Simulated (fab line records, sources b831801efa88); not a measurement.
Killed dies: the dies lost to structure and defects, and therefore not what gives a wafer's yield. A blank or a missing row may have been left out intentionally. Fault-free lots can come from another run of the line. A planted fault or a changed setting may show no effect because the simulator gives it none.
fab line records	flow sky130	part 1 of 2: steps 1 to 34 of 47
record lots=5	wafers=15	lastDay=50
route steps=708 shown VT_ADJUST_LVTN@102 VT_ADJUST_NCORE@119 VT_ADJUST_HVTR@131 VT_ADJUST_PCH@143
lots that met no fault: from a run of the same line without faults
startH: hours from the record's first day to the start of the lot's first wafer shown	waitH: hours since the lot's step before	" identical to the entry in the row above	L1.1+2: one row covering several wafers at once	- either no value or no given start	* or withheld: withheld	< > ~ a bound
route shown NAME@n: NAME is a module with steps in the file, n the number in the route of the first one	usual: mean/standard deviation of fault-free wafers	same: alike in all rows	chamber/n: place in a boat	sites: readings site by site	_std_site: standard deviation across them	_edge_site: the outer-site mean with the inner-site mean subtracted	radiusMm: for every site, how far away it sits from the centre of the wafer	mask NAME#n: copy n	behind: the last tool/chamber to shape the wafer	hold: what put the lot on hold/how long, in hours/how the hold closed	device: whichever transistor did not switch (one of n, p or np)	end of line: at the end of the route, the tests of the same wafers	a step without rows: its recipe alone	killed: not the wafer's yield, but the dies lost to structure and defects at the first sort	map: dies across one wafer; x = killed, . = not, _ = none there
set.NAME: setting as actually run; set.NAME@STEP: the setting as run at that earlier step	model.NAME: the simulator's own value behind a step, which no gauge read
lots at some steps of the route; a table a step, a row a wafer
services: when a tool's chamber went out of use (startH, in hours from the record's first day, below 0 if earlier), for how many hours, and the reason
## steps
# step SKY_VT_ADJUST_LVTN_PEB_05
# recipe tempC=115	timeS=withheld
lot.wafer	tool	chamber	startH	waitH
L080.3+5+6	lithoTrack-02	0	-	-
L082.2+3+4	lithoTrack-02	0	-	-
L091.1+2+4	lithoTrack-02	0	-	-
L092.2+3+4	lithoTrack-02	0	-	-
L097.1+4+6	lithoTrack-03	0	-	-
# step SKY_VT_ADJUST_LVTN_DEVELOP_06
# recipe wallAngleDeg=90	developer=TMAH	developTimeS=60	devTempC=23
lot.wafer	tool	chamber	startH	waitH
L080.3+5+6	lithoTrack-02	0	-	-
L082.2+3+4	lithoTrack-02	0	-	-
L091.1+2+4	lithoTrack-02	0	-	-
L092.2+3+4	lithoTrack-02	0	-	-
L097.1+4+6	lithoTrack-03	0	-	-
# step SKY_VT_ADJUST_LVTN_OVL_MEAS_07
# usual VT_ADJUST_LVTN_OVL=-0.3/1.4
lot.wafer	tool	chamber	startH	waitH	VT_ADJUST_LVTN_OVL[nm]
L080.3	overlay-01	-	179.80	-	2.0
L080.5	"	-	"	"	1.4
L080.6	"	-	"	"	0.4
L082.2	overlay-02	-	190.80	-	-0.4
L082.3	"	-	"	"	0.7
L082.4	"	-	"	"	1.0
L091.1	overlay-01	-	249.89	-	-1.2
L091.2	"	-	"	"	1.1
L091.4	"	-	"	"	-1.3
L092.2	overlay-01	-	272.24	-	-1.3
L092.3	"	-	"	"	-0.9
L092.4	"	-	"	"	0.9
L097.1	overlay-02	-	290.53	-	-1.5
L097.4	"	-	"	"	-2.2
L097.6	"	-	"	"	0.5
# step SKY_VT_ADJUST_LVTN_IMPLANT_08
# recipe species=B	energyKev=30	doseCm2=1.57e+12	tiltDeg=withheld
# same implantIonAmu=11
lot.wafer	tool	chamber	startH	waitH
L080.3+5+6	implanter-04	0	179.88	0.1
L082.2+3+4	implanter-03	0	190.85	0.0
L091.1+2+4	implanter-04	0	249.93	0.0
L092.2+3+4	implanter-01	0	272.30	0.0
L097.1+4+6	implanter-01	0	290.56	0.0
# step SKY_VT_ADJUST_LVTN_STRIP_09
# recipe chemistry=O2/N2	powerW=1400	pressureMtorr=1500	platenTempC=withheld	o2FlowSccm=3000	n2FlowSccm=300	overashFraction=0.5
# usual drypumpMotorCurrentA=5.8/0.6	oesProductAu=0.722/0.0047	stripTimeToEndpointS=36.94/0.099
lot.wafer	tool	chamber	startH	waitH	drypumpMotorCurrentA	oesProductAu	rfHoursCounterH	stripTimeToEndpointS
L080.3	plasmaAsher-01	0	180.01	0.1	5.3	0.720	-	36.93
L080.5	"	0	"	"	5.3	0.727	-	37.00
L080.6	"	1	"	"	6.6	0.719	-	36.91
L082.2	plasmaAsher-04	1	190.98	0.1	5.2	0.724	41	36.85
L082.3	"	0	"	"	6.2	0.722	-	36.82
L082.4	"	1	"	"	5.2	0.726	-	36.92
L091.1	plasmaAsher-01	1	250.08	0.1	6.6	0.726	54	36.85
L091.2	"	0	"	"	5.3	0.727	54	36.98
L091.4	"	0	"	"	5.3	0.720	-	36.96
L092.2	plasmaAsher-01	0	272.42	0.1	5.3	0.729	56	36.99
L092.3	"	0	"	"	5.3	0.733	-	36.87
L092.4	"	1	"	"	6.5	0.724	-	36.94
L097.1	plasmaAsher-04	0	290.71	0.1	6.2	0.728	50	37.13
L097.4	"	1	"	"	5.2	0.719	-	37.14
L097.6	"	0	"	"	6.2	0.728	-	37.07
# step SKY_VT_ADJUST_LVTN_TW_MEAS_10
# usual VT_ADJUST_LVTN_TW=239.9/2.2
lot.wafer	tool	chamber	startH	waitH	VT_ADJUST_LVTN_TW
L080.3	filmMetro-01	-	180.10	0.1	243.8
L080.5	"	-	"	"	243.6
L080.6	"	-	"	"	244.1
L082.2	filmMetro-04	-	191.09	0.1	236.7
L082.3	"	-	"	"	237.9
L082.4	"	-	"	"	238.0
L091.1	filmMetro-02	-	250.18	0.1	239.1
L091.2	"	-	"	"	239.0
L091.4	"	-	"	"	238.1
L092.2	filmMetro-04	-	272.53	0.1	240.4
L092.3	"	-	"	"	238.5
L092.4	"	-	"	"	240.7
L097.1	filmMetro-04	-	290.81	0.1	239.9
L097.4	"	-	"	"	239.5
L097.6	"	-	"	"	240.3
# step SKY_VT_ADJUST_LVTN_DEHYDRATE_11
# recipe tempC=200	timeS=60
lot.wafer	tool	chamber	startH	waitH
L080.3+5+6	lithoTrack-02	0	189.54	9.4
L082.2+3+4	lithoTrack-03	0	201.30	10.2
L091.1+2+4	lithoTrack-01	0	261.11	10.9
L092.2+3+4	lithoTrack-01	0	283.93	11.4
L097.1+4+6	lithoTrack-02	0	303.29	12.5
# step SKY_VT_ADJUST_LVTN_HMDS_12
# recipe primeTimeS=60	primeTempC=120
# usual primeTempC=120.00/0.13
lot.wafer	tool	chamber	startH	waitH	primeTempC
L080.3	lithoTrack-02	0	189.69	0.1	120.12
L080.5	"	0	"	"	120.10
L080.6	"	0	"	"	120.00
L082.2	lithoTrack-03	0	201.45	0.1	119.93
L082.3	"	0	"	"	119.95
L082.4	"	0	"	"	119.85
L091.1	lithoTrack-01	0	261.26	0.1	120.02
L091.2	"	0	"	"	120.14
L091.4	"	0	"	"	119.96
L092.2	lithoTrack-01	0	284.08	0.1	120.01
L092.3	"	0	"	"	120.16
L092.4	"	0	"	"	119.92
L097.1	lithoTrack-02	0	303.44	0.1	119.79
L097.4	"	0	"	"	119.74
L097.6	"	0	"	"	119.84
# step SKY_VT_ADJUST_LVTN_COAT_13
# recipe resist=NOVOLAK	spinRpm=3000	resistThkNm=1140
lot.wafer	tool	chamber	startH	waitH
L080.3+5+6	lithoTrack-02	0	189.84	0.1
L082.2+3+4	lithoTrack-03	0	201.60	0.1
L091.1+2+4	lithoTrack-01	0	261.41	0.1
L092.2+3+4	lithoTrack-01	0	284.23	0.1
L097.1+4+6	lithoTrack-02	0	303.59	0.1
# step SKY_VT_ADJUST_LVTN_SOFTBAKE_14
# recipe tempC=90	timeS=60	resist=NOVOLAK
lot.wafer	tool	chamber	startH	waitH
L080.3+5+6	lithoTrack-02	0	189.99	0.1
L082.2+3+4	lithoTrack-03	0	201.75	0.1
L091.1+2+4	lithoTrack-01	0	261.56	0.1
L092.2+3+4	lithoTrack-01	0	284.38	0.1
L097.1+4+6	lithoTrack-02	0	303.74	0.1
# step SKY_VT_ADJUST_LVTN_EXPOSE_15
# recipe maskId=HVN_STD_DERIVED	na=0.6	sourceShape=conventional	sigmaOuter=0.6	polarization=unpolarized	targetCdNm=600	doseMj=163
lot.wafer	tool	chamber	startH	waitH	mask
L080.3+5+6	ilineStepper-02	0	-	-	HVN_STD_DERIVED#0
L082.2+3+4	ilineStepper-02	0	-	-	HVN_STD_DERIVED#0
L091.1+2+4	ilineStepper-01	0	-	-	HVN_STD_DERIVED#0
L092.2+3+4	ilineStepper-01	0	-	-	HVN_STD_DERIVED#0
L097.1+4+6	ilineStepper-02	0	-	-	HVN_STD_DERIVED#0
# step SKY_VT_ADJUST_LVTN_PEB_16
# recipe tempC=withheld	timeS=*	resist=NOVOLAK
lot.wafer	tool	chamber	startH	waitH
L080.3+5+6	lithoTrack-02	0	-	-
L082.2+3+4	lithoTrack-02	0	-	-
L091.1+2+4	lithoTrack-01	0	-	-
L092.2+3+4	lithoTrack-02	0	-	-
L097.1+4+6	lithoTrack-01	0	-	-
# step SKY_VT_ADJUST_LVTN_DEVELOP_17
# recipe resist=NOVOLAK	developer=TMAH	developTimeS=60	devTempC=23
lot.wafer	tool	chamber	startH	waitH
L080.3+5+6	lithoTrack-02	0	200.44	0.1
L082.2+3+4	lithoTrack-02	0	212.41	0.1
L091.1+2+4	lithoTrack-01	0	273.71	0.1
L092.2+3+4	lithoTrack-02	0	297.11	0.1
L097.1+4+6	lithoTrack-01	0	316.01	0.1
# step SKY_VT_ADJUST_LVTN_OVL_MEAS_18
# usual VT_ADJUST_LVTN_01_OVL=-0.3/1.4
lot.wafer	tool	chamber	startH	waitH	VT_ADJUST_LVTN_01_OVL[nm]
L080.3	overlay-01	-	200.55	0.1	-0.7
L080.5	"	-	"	"	-0.9
L080.6	"	-	"	"	0.6
L082.2	overlay-01	-	212.55	0.1	2.1
L082.3	"	-	"	"	-1.1
L082.4	"	-	"	"	-1.6
L091.1	overlay-02	-	273.86	0.1	-0.8
L091.2	"	-	"	"	-2.0
L091.4	"	-	"	"	0.3
L092.2	overlay-01	-	297.24	0.1	-0.5
L092.3	"	-	"	"	-0.8
L092.4	"	-	"	"	0.2
L097.1	overlay-01	-	316.16	0.1	1.2
L097.4	"	-	"	"	-0.2
L097.6	"	-	"	"	0.1
# step SKY_VT_ADJUST_LVTN_IMPLANT_19
# recipe species=B	energyKev=30	doseCm2=6.5e+11	tiltDeg=withheld
# same implantIonAmu=11
lot.wafer	tool	chamber	startH	waitH
L080.3+5+6	implanter-03	0	200.63	0.1
L082.2+3+4	implanter-04	0	212.60	0.0
L091.1+2+4	implanter-01	0	273.89	0.0
L092.2+3+4	implanter-03	0	297.30	0.0
L097.1+4+6	implanter-03	0	316.19	0.0
# step SKY_VT_ADJUST_LVTN_STRIP_20
# recipe chemistry=O2/N2	powerW=1400	pressureMtorr=1500	platenTempC=withheld	o2FlowSccm=3000	n2FlowSccm=300	overashFraction=0.5
# usual drypumpMotorCurrentA=5.8/0.61	oesProductAu=0.716/0.0044	stripTimeToEndpointS=14.19/0.05
lot.wafer	tool	chamber	startH	waitH	drypumpMotorCurrentA	oesProductAu	rfHoursCounterH	stripTimeToEndpointS
L080.3	plasmaAsher-01	0	200.76	0.1	5.3	0.715	-	14.21
L080.5	"	1	"	"	6.6	0.716	-	14.20
L080.6	"	0	"	"	5.3	0.718	-	14.20
L082.2	plasmaAsher-03	1	212.73	0.1	6.5	0.720	9	14.25
L082.3	"	1	"	"	6.5	0.715	-	14.26
L082.4	"	0	"	"	5.2	0.714	-	14.21
L091.1	plasmaAsher-03	0	274.04	0.1	5.2	0.719	15	14.19
L091.2	"	1	"	"	6.5	0.719	15	14.18
L091.4	"	1	"	"	6.5	0.727	-	14.17
L092.2	plasmaAsher-01	0	297.42	0.1	5.3	0.715	59	14.27
L092.3	"	1	"	"	6.5	0.710	-	14.29
L092.4	"	0	"	"	5.3	0.711	-	14.27
L097.1	plasmaAsher-04	0	316.34	0.1	6.1	0.723	53	14.17
L097.4	"	0	"	"	6.1	0.716	-	14.26
L097.6	"	1	"	"	5.2	0.713	-	14.17
# step SKY_VT_ADJUST_LVTN_TW_MEAS_21
# usual VT_ADJUST_LVTN_2_TW=186.8/1.6
lot.wafer	tool	chamber	startH	waitH	VT_ADJUST_LVTN_2_TW
L080.3	filmMetro-01	-	200.85	0.1	189.4
L080.5	"	-	"	"	189.5
L080.6	"	-	"	"	188.2
L082.2	filmMetro-01	-	212.84	0.1	189.8
L082.3	"	-	"	"	189.3
L082.4	"	-	"	"	189.0
L091.1	filmMetro-04	-	274.14	0.1	187.4
L091.2	"	-	"	"	187.2
L091.4	"	-	"	"	186.5
L092.2	filmMetro-02	-	297.53	0.1	185.9
L092.3	"	-	"	"	186.4
L092.4	"	-	"	"	186.3
L097.1	filmMetro-04	-	316.44	0.1	186.5
L097.4	"	-	"	"	186.8
L097.6	"	-	"	"	185.2
# step SKY_VT_ADJUST_NCORE_DEHYDRATE_00
# recipe tempC=200	timeS=60
lot.wafer	tool	chamber	startH	waitH
L080.3+5+6	lithoTrack-04	0	210.96	10.1
L082.2+3+4	lithoTrack-01	0	223.68	10.8
L091.1+2+4	lithoTrack-04	0	285.21	11.1
L092.2+3+4	lithoTrack-03	0	309.35	11.8
L097.1+4+6	lithoTrack-04	0	329.36	12.9
# step SKY_VT_ADJUST_NCORE_HMDS_01
# recipe primeTimeS=60	primeTempC=120
# usual primeTempC=119.98/0.14
lot.wafer	tool	chamber	startH	waitH	primeTempC
L080.3	lithoTrack-04	0	211.11	0.1	120.18
L080.5	"	0	"	"	119.99
L080.6	"	0	"	"	120.21
L082.2	lithoTrack-01	0	223.83	0.1	119.96
L082.3	"	0	"	"	120.03
L082.4	"	0	"	"	120.21
L091.1	lithoTrack-04	0	285.36	0.1	119.90
L091.2	"	0	"	"	119.96
L091.4	"	0	"	"	119.98
L092.2	lithoTrack-03	0	309.50	0.1	120.03
L092.3	"	0	"	"	119.97
L092.4	"	0	"	"	120.15
L097.1	lithoTrack-04	0	329.51	0.1	120.18
L097.4	"	0	"	"	119.97
L097.6	"	0	"	"	119.84
# step SKY_VT_ADJUST_NCORE_COAT_02
# recipe resist=NOVOLAK	spinRpm=3000	resistThkNm=1140
lot.wafer	tool	chamber	startH	waitH
L080.3+5+6	lithoTrack-04	0	211.26	0.1
L082.2+3+4	lithoTrack-01	0	223.98	0.1
L091.1+2+4	lithoTrack-04	0	285.51	0.1
L092.2+3+4	lithoTrack-03	0	309.65	0.1
L097.1+4+6	lithoTrack-04	0	329.66	0.1
# step SKY_VT_ADJUST_NCORE_SOFTBAKE_03
# recipe tempC=90	timeS=60	resist=NOVOLAK
lot.wafer	tool	chamber	startH	waitH
L080.3+5+6	lithoTrack-04	0	211.41	0.1
L082.2+3+4	lithoTrack-01	0	224.13	0.1
L091.1+2+4	lithoTrack-04	0	285.66	0.1
L092.2+3+4	lithoTrack-03	0	309.80	0.1
L097.1+4+6	lithoTrack-04	0	329.81	0.1
# step SKY_VT_ADJUST_NCORE_EXPOSE_04
# recipe maskId=LVTN_COMPLEMENT_THIN	na=0.6	sourceShape=conventional	sigmaOuter=0.6	polarization=unpolarized	targetCdNm=380	doseMj=139
lot.wafer	tool	chamber	startH	waitH	mask
L080.3+5+6	ilineStepper-02	0	-	-	LVTN_COMPLEMENT_THIN#0
L082.2+3+4	ilineStepper-02	0	-	-	LVTN_COMPLEMENT_THIN#0
L091.1+2+4	ilineStepper-02	0	-	-	LVTN_COMPLEMENT_THIN#0
L092.2+3+4	ilineStepper-02	0	-	-	LVTN_COMPLEMENT_THIN#0
L097.1+4+6	ilineStepper-02	0	-	-	LVTN_COMPLEMENT_THIN#0
# step SKY_VT_ADJUST_NCORE_PEB_05
# recipe tempC=withheld	timeS=*	resist=NOVOLAK
lot.wafer	tool	chamber	startH	waitH
L080.3+5+6	lithoTrack-04	0	-	-
L082.2+3+4	lithoTrack-03	0	-	-
L091.1+2+4	lithoTrack-01	0	-	-
L092.2+3+4	lithoTrack-03	0	-	-
L097.1+4+6	lithoTrack-04	0	-	-
# step SKY_VT_ADJUST_NCORE_DEVELOP_06
# recipe resist=NOVOLAK	developer=TMAH	developTimeS=60	devTempC=23
lot.wafer	tool	chamber	startH	waitH
L080.3+5+6	lithoTrack-04	0	222.76	0.1
L082.2+3+4	lithoTrack-03	0	234.50	0.1
L091.1+2+4	lithoTrack-01	0	298.46	0.1
L092.2+3+4	lithoTrack-03	0	322.55	0.1
L097.1+4+6	lithoTrack-04	0	342.81	0.1
# step SKY_VT_ADJUST_NCORE_CD_MEAS_07
# recipe targetCdNm=380
# usual cdNm=379.6/2.5
lot.wafer	tool	chamber	startH	waitH	cdNm
L080.3	cdSem-01	-	222.90	0.1	382.0
L080.5	"	-	"	"	381.0
L080.6	"	-	"	"	383.7
L082.2	cdSem-01	-	234.65	0.1	379.1
L082.3	"	-	"	"	380.1
L082.4	"	-	"	"	379.4
L091.1	cdSem-01	-	298.61	0.1	377.0
L091.2	"	-	"	"	374.9
L091.4	"	-	"	"	376.0
L092.2	cdSem-02	-	322.70	0.1	378.0
L092.3	"	-	"	"	378.0
L092.4	"	-	"	"	377.3
L097.1	cdSem-02	-	342.96	0.1	380.1
L097.4	"	-	"	"	378.4
L097.6	"	-	"	"	378.6
# step SKY_VT_ADJUST_NCORE_OVL_MEAS_08
# usual VT_ADJUST_NCORE_OVL=0.0/1.2
lot.wafer	tool	chamber	startH	waitH	VT_ADJUST_NCORE_OVL[nm]
L080.3	overlay-02	-	222.99	0.1	-0.1
L080.5	"	-	"	"	1.1
L080.6	"	-	"	"	-1.3
L082.2	overlay-02	-	234.75	0.1	-1.5
L082.3	"	-	"	"	-1.6
L082.4	"	-	"	"	-3.5
L091.1	overlay-01	-	298.73	0.1	-1.2
L091.2	"	-	"	"	0.4
L091.4	"	-	"	"	0.3
L092.2	overlay-01	-	322.80	0.1	0.0
L092.3	"	-	"	"	-0.1
L092.4	"	-	"	"	0.2
L097.1	overlay-02	-	343.08	0.1	2.0
L097.4	"	-	"	"	0.2
L097.6	"	-	"	"	0.6
# step SKY_VT_ADJUST_NCORE_IMPLANT_09
# recipe species=B	energyKev=10	doseCm2=2.4e+12	tiltDeg=withheld
# same implantIonAmu=11
lot.wafer	tool	chamber	startH	waitH
L080.3+5+6	implanter-03	0	223.06	0.1
L082.2+3+4	implanter-01	0	234.81	0.0
L091.1+2+4	implanter-02	0	298.76	0.0
L092.2+3+4	implanter-02	0	322.86	0.0
L097.1+4+6	implanter-02	0	343.11	0.0
# step SKY_VT_ADJUST_NCORE_STRIP_10
# recipe chemistry=O2/N2	powerW=1400	pressureMtorr=1500	platenTempC=withheld	o2FlowSccm=3000	n2FlowSccm=300	overashFraction=0.5
# usual drypumpMotorCurrentA=5.7/0.55	oesProductAu=0.715/0.0049	stripTimeToEndpointS=14.20/0.039
lot.wafer	tool	chamber	startH	waitH	drypumpMotorCurrentA	oesProductAu	rfHoursCounterH	stripTimeToEndpointS
L080.3	plasmaAsher-04	1	223.20	0.1	5.2	0.712	-	14.19
L080.5	"	1	"	"	5.2	0.716	-	14.27
L080.6	"	0	"	"	6.1	0.714	-	14.27
L082.2	plasmaAsher-02	1	234.93	0.1	5.1	0.712	55	14.25
L082.3	"	0	"	"	6.0	0.713	-	14.25
L082.4	"	1	"	"	5.1	0.720	-	14.23
L091.1	plasmaAsher-01	0	298.91	0.1	5.3	0.715	59	14.24
L091.2	"	1	"	"	6.6	0.713	59	14.26
L091.4	"	0	"	"	5.3	0.712	-	14.24
L092.2	plasmaAsher-02	0	322.98	0.1	6.1	0.706	64	14.14
L092.3	"	0	"	"	6.0	0.709	-	14.17
L092.4	"	1	"	"	5.1	0.708	-	14.15
L097.1	plasmaAsher-02	0	343.26	0.1	6.0	0.712	66	14.15
L097.4	"	0	"	"	6.1	0.716	-	14.15
L097.6	"	0	"	"	6.0	0.715	-	14.21
# step SKY_VT_ADJUST_NCORE_TW_MEAS_11
# usual VT_ADJUST_NCORE_TW=217.8/2.7
lot.wafer	tool	chamber	startH	waitH	VT_ADJUST_NCORE_TW
L080.3	filmMetro-01	-	223.28	0.1	220.1
L080.5	"	-	"	"	219.8
L080.6	"	-	"	"	218.3
L082.2	filmMetro-04	-	235.04	0.1	217.0
L082.3	"	-	"	"	218.9
L082.4	"	-	"	"	217.6
L091.1	filmMetro-01	-	299.01	0.1	220.1
L091.2	"	-	"	"	221.6
L091.4	"	-	"	"	221.2
L092.2	filmMetro-01	-	323.09	0.1	220.5
L092.3	"	-	"	"	220.2
L092.4	"	-	"	"	220.9
L097.1	filmMetro-04	-	343.36	0.1	216.8
L097.4	"	-	"	"	217.1
L097.6	"	-	"	"	217.7
# step SKY_VT_ADJUST_HVTR_DEHYDRATE_00
# recipe tempC=200	timeS=60
lot.wafer	tool	chamber	startH	waitH
L080.3+5+6	lithoTrack-04	0	233.31	10.0
L082.2+3+4	lithoTrack-04	0	245.88	10.8
L091.1+2+4	lithoTrack-04	0	311.06	12.0
L092.2+3+4	lithoTrack-03	0	335.75	12.6
L097.1+4+6	lithoTrack-02	0	357.24	13.9
# step SKY_VT_ADJUST_HVTR_HMDS_01
# recipe primeTimeS=60	primeTempC=120
# usual primeTempC=119.99/0.14
lot.wafer	tool	chamber	startH	waitH	primeTempC
L080.3	lithoTrack-04	0	233.46	0.1	119.82
L080.5	"	0	"	"	119.80
L080.6	"	0	"	"	119.99
L082.2	lithoTrack-04	0	246.03	0.1	119.98
L082.3	"	0	"	"	120.05
L082.4	"	0	"	"	120.09
L091.1	lithoTrack-04	0	311.21	0.1	119.84
L091.2	"	0	"	"	120.10
L091.4	"	0	"	"	120.03
L092.2	lithoTrack-03	0	335.90	0.1	120.10
L092.3	"	0	"	"	119.97
L092.4	"	0	"	"	120.07
L097.1	lithoTrack-02	0	357.39	0.1	119.73
L097.4	"	0	"	"	120.00
L097.6	"	0	"	"	120.18
# step SKY_VT_ADJUST_HVTR_COAT_02
# recipe resist=NOVOLAK	spinRpm=3000	resistThkNm=1140
lot.wafer	tool	chamber	startH	waitH
L080.3+5+6	lithoTrack-04	0	233.61	0.1
L082.2+3+4	lithoTrack-04	0	246.18	0.1
L091.1+2+4	lithoTrack-04	0	311.36	0.1
L092.2+3+4	lithoTrack-03	0	336.05	0.1
L097.1+4+6	lithoTrack-02	0	357.54	0.1
# step SKY_VT_ADJUST_HVTR_SOFTBAKE_03
# recipe tempC=90	timeS=60	resist=NOVOLAK
lot.wafer	tool	chamber	startH	waitH
L080.3+5+6	lithoTrack-04	0	233.76	0.1
L082.2+3+4	lithoTrack-04	0	246.33	0.1
L091.1+2+4	lithoTrack-04	0	311.51	0.1
L092.2+3+4	lithoTrack-03	0	336.20	0.1
L097.1+4+6	lithoTrack-02	0	357.69	0.1
# step SKY_VT_ADJUST_HVTR_EXPOSE_04
# recipe maskId=HVTRM	targetCdNm=380	na=0.6	sourceShape=conventional	sigmaOuter=0.6	doseMj=150
lot.wafer	tool	chamber	startH	waitH	mask
L080.3+5+6	ilineStepper-02	0	-	-	HVTRM#0
L082.2+3+4	ilineStepper-02	0	-	-	HVTRM#0
L091.1+2+4	ilineStepper-01	0	-	-	HVTRM#0
L092.2+3+4	ilineStepper-02	0	-	-	HVTRM#0
L097.1+4+6	ilineStepper-02	0	-	-	HVTRM#0
